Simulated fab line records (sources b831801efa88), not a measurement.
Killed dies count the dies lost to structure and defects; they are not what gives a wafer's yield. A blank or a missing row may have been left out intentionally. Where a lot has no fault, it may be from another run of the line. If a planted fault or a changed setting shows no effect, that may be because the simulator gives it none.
Which tool is to blame? + flow sky130 + Sampling: 11 lots, 33 wafers, 3 of 708 route steps

== WHAT THE GAUGES READ, wafer by wafer ==
SKY_CAPM_RS_MEAS_03: measures by four-point-probe.
| lot  | measured     | on           | CAPM_TIN_RS (ohm/sq) |
|------|--------------|--------------|----------------------|
| L811 | day 36 20:09 | filmMetro-03 | 6.95 6.87 6.88       |
| L812 | day 36 22:38 | filmMetro-04 | 6.81 6.81 6.84       |
| L813 | day 37 16:26 | filmMetro-02 | 7.00 6.96 6.93       |
| L814 | day 37 16:32 | filmMetro-03 | 6.90 6.93 6.96       |
| L815 | day 38 03:35 | filmMetro-04 | 6.92 6.85 6.84       |
| L816 | day 38 09:44 | filmMetro-04 | 6.89 6.90 6.88       |
| L817 | day 38 17:45 | filmMetro-02 | 6.99 6.89 6.90       |
| L818 | day 39 17:44 | filmMetro-03 | 7.00 7.03 7.03       |
| L822 | day 41 03:38 | filmMetro-02 | 6.77 6.69 6.78       |
| L824 | day 41 18:10 | filmMetro-04 | 7.06 7.05 7.01       |
| L832 | day 43 17:47 | filmMetro-02 | 6.94 7.01 6.99       |

== EACH LOT AND THE TOOL THAT RAN IT (in order: tool; ch and the chambers of the sampled wafers; start) ==
| lot  | SKY_VIA2_CMP_24               | SKY_METAL3_SPUTTER_04       |
|------|-------------------------------|-----------------------------|
| L811 | cmp-01 ch 0,1,3, day 36 19:35 | pvdSputter-04, day 36 19:54 |
| L812 | cmp-01 ch 0,1,2, day 36 22:01 | pvdSputter-04, day 36 22:22 |
| L813 | cmp-01 ch 0,1, day 37 15:49   | pvdSputter-01, day 37 16:10 |
| L814 | cmp-02 ch 0,1,3, day 37 15:54 | pvdSputter-04, day 37 16:16 |
| L815 | cmp-02 ch 0,2, day 38 02:58   | pvdSputter-01, day 38 03:19 |
| L816 | cmp-02 ch 1,3, day 38 09:02   | pvdSputter-01, day 38 09:27 |
| L817 | cmp-01 ch 0,1,3, day 38 17:09 | pvdSputter-01, day 38 17:30 |
| L818 | cmp-01 ch 1,2,3, day 39 17:04 | pvdSputter-02, day 39 17:29 |
| L822 | cmp-01 ch 0,2,3, day 41 03:03 | pvdSputter-04, day 41 03:24 |
| L824 | cmp-02 ch 1,2, day 41 17:28   | pvdSputter-02, day 41 17:52 |
| L832 | cmp-02 ch 1,2,3, day 43 17:13 | pvdSputter-02, day 43 17:32 |
- SKY_VIA2_CMP_24: polishes, stops on SiO2, t overpolish 20 s, target thk 0 nm.
- SKY_METAL3_SPUTTER_04: material TiN, target thk 70 nm, time 58.3 s.

== WHAT THE TOOLS THEMSELVES READ (means of the sampled wafers that have a number; where no wafer has one, the mark that the record gives instead) ==
SKY_VIA2_CMP_24.
| lot  | tool   | motorCurrentA (A) | overpolishRunS (s) | timeToEndpointS (s) |
|------|--------|-------------------|--------------------|---------------------|
| L811 | cmp-01 | 11.1              | 20.004             | 102                 |
| L812 | cmp-01 | 11.7              | 20.013             | 103                 |
| L813 | cmp-01 | 11.2              | 20.016             | 102                 |
| L814 | cmp-02 | 11.0              | 19.996             | 102                 |
| L815 | cmp-02 | 11.9              | 20.002             | 100                 |
| L816 | cmp-02 | 9.8               | 19.985             | 99                  |
| L817 | cmp-01 | 11.3              | 20.000             | 105                 |
| L818 | cmp-01 | 12.0              | 19.999             | 102                 |
| L822 | cmp-01 | 11.7              | 20.001             | 102                 |
| L824 | cmp-02 | 10.8              | 20.004             | 102                 |
| L832 | cmp-02 | 10.3              | 19.993             | 103                 |

SKY_METAL3_SPUTTER_04.
| lot  | tool          | throttleValvePct (%) |
|------|---------------|----------------------|
| L811 | pvdSputter-04 | 30.0                 |
| L812 | pvdSputter-04 | 29.2                 |
| L813 | pvdSputter-01 | 30.0                 |
| L814 | pvdSputter-04 | 29.9                 |
| L815 | pvdSputter-01 | 30.5                 |
| L816 | pvdSputter-01 | 30.2                 |
| L817 | pvdSputter-01 | 29.6                 |
| L818 | pvdSputter-02 | 30.8                 |
| L822 | pvdSputter-04 | 29.4                 |
| L824 | pvdSputter-02 | 31.2                 |
| L832 | pvdSputter-02 | 30.6                 |

== THE ANSWER, worked out from the rows above alone ==
Rule: usual is defined by the lots themselves. The widest of any qualifying gaps counts: lots, ordered by their means at a reading, are off when they make up no more than a third of the lots, leave a main group of 4 or more, and stand apart from it by 3 or more times the standard deviation of that group's means. A main group is skipped when, at the precision printed for the reading in the tables above, its means are all equal. A lot without any number at a reading at which 4 lots or more have one is off too. The other lots that the step has rows for count as sound. After the gauges, taken in route order, come the tools' own readings; for these a lot's mean is taken, as printed above. At the first step where some lot is off, the reading lying furthest off is the one used; lots without a number count as furthest.
No lot is off at any reading shown: from this, nothing can be told.

== WHAT THE SIMULATOR PUT IN ==
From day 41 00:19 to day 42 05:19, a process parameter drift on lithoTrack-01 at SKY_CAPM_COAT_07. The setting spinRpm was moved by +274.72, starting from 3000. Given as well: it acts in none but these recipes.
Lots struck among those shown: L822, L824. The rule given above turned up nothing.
